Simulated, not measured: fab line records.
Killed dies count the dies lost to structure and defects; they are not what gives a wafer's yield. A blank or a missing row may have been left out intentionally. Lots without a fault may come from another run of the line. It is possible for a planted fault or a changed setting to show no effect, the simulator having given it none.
8D (eight disciplines) problem report, filled in by code || flow sky130 || the parts of the form that need people (team, actions taken, sign-off) are left out

1. WHAT WENT WRONG
sort_bin_3_pad_short at SKY_PAD_OPEN_PROBE_99 reads a mean of 4.2 % on 6 wafers of 2 lots; wafers without a fault read 0.9 % with a standard deviation of 0.4. That is +8.3 standard deviations from the usual mean.
Seen first at day 47 14:22 on prober-01, wafer L689.1. The record has a number at this step for 6 wafers belonging to 2 lots. The rule behind "out" and "out of limits": a value lying over 4 standard deviations away from the usual mean. The other wafers with a number count as sound.

2. WHAT IT IS; WHAT IT IS NOT
{"question": "which readings at this step", "is": "sort_bin_3_pad_short, defectLimitedYield, killed_at_M0_to_M3, killedDies, sortNPass, sortYieldPct", "is not": "killed_at_M4_up, killedAtContacts, killedAtFrontEnd, killedAtOther"}
{"question": "which lots", "is": "L688, L689", "is not": "-"}
{"question": "which wafers of those lots", "is": "all that have a number", "is not": "-"}
{"question": "read on which tools", "is": "prober-01, prober-02", "is not": "-"}
{"question": "when", "is": "from day 47 14:22", "is not": "up to then (0 sound wafers)"}

3. THE SUSPECTS, EACH WITH WHAT RULES IT OUT
Counting: a tool at any process step up to the reading remains a suspect when it ran all the lots that are out and ran no sound lot after the first of those.
- pvdSputter-02 at SKY_METAL1_SPUTTER_04 (material TiN, target thk 70 nm, time 58.3 s): kept. It ran every lot that is out, first L689 (day 34 01:31), and no sound lot after that.
- rieMetal-04 at SKY_METAL2_DESCUM_17 (chemistry O2, time 8 s): kept. It ran every lot that is out, first L689 (day 37 12:06), and no sound lot after that.
What counting leaves: pvdSputter-02 at SKY_METAL1_SPUTTER_04 and rieMetal-04 at SKY_METAL2_DESCUM_17.

4. THE CAUSE (what the simulator had put in)
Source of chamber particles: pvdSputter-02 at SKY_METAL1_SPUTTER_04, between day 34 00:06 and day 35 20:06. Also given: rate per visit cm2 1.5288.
2 suspects survive the count, and this tool is in that group.

5. THE EFFECT CHAIN, in route order
Each row: a reading whose mean over the struck wafers that have a number lies more than 3 standard deviations from the usual. Only readings whose record carries a usual standard deviation are examined. hours: median over the lots of the time between each lot's start at the first step of this table that gives one and its start at this step. sigmas: the change, counted in usual standard deviations.
{"hours": 0, "step": "SKY_PAD_OPEN_PROBE_99", "reading": "defectLimitedYield", "usual": "82.3 %", "on struck wafers": 70.7, "change": -11.6, "sigmas": -6.4}
{"hours": 0, "step": "SKY_PAD_OPEN_PROBE_99", "reading": "killed_at_M0_to_M3", "usual": 44, "on struck wafers": 100, "change": "+56", "sigmas": "+8.1"}
{"hours": 0, "step": "SKY_PAD_OPEN_PROBE_99", "reading": "killedDies", "usual": 87, "on struck wafers": 144, "change": "+57", "sigmas": "+6.3"}
{"hours": 0, "step": "SKY_PAD_OPEN_PROBE_99", "reading": "sort_bin_3_pad_short", "usual": "0.9 %", "on struck wafers": 4.2, "change": "+3.3", "sigmas": "+8.3"}
{"hours": 0, "step": "SKY_PAD_OPEN_PROBE_99", "reading": "sort_bin_5_function", "usual": "10.4 %", "on struck wafers": 17.7, "change": "+7.3", "sigmas": "+4.9"}
{"hours": 0, "step": "SKY_PAD_OPEN_PROBE_99", "reading": "sortNPass", "usual": 405, "on struck wafers": 348, "change": -57, "sigmas": -6.3}
{"hours": 0, "step": "SKY_PAD_OPEN_PROBE_99", "reading": "sortYieldPct", "usual": "82.3 %", "on struck wafers": 70.7, "change": -11.6, "sigmas": -6.4}
Here are the process steps it includes:
- SKY_PAD_OPEN_PROBE_99

6. HOW IT WOULD HAVE BEEN CAUGHT EARLIER
First out-of-limits reading in this record: day 47 14:22, which is 326 hours after fault onset at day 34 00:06.
Of the tool readings at SKY_METAL1_SPUTTER_04 for which the record gives a usual standard deviation, none was out on any struck wafer, so an alarm limit of 4 standard deviations on them would not have fired.
Each of the lots that are out, 2 in all, had begun SKY_METAL1_SPUTTER_04 on pvdSputter-02 no later than day 47 14:22. Holding the tool at that point would not have protected any of them.
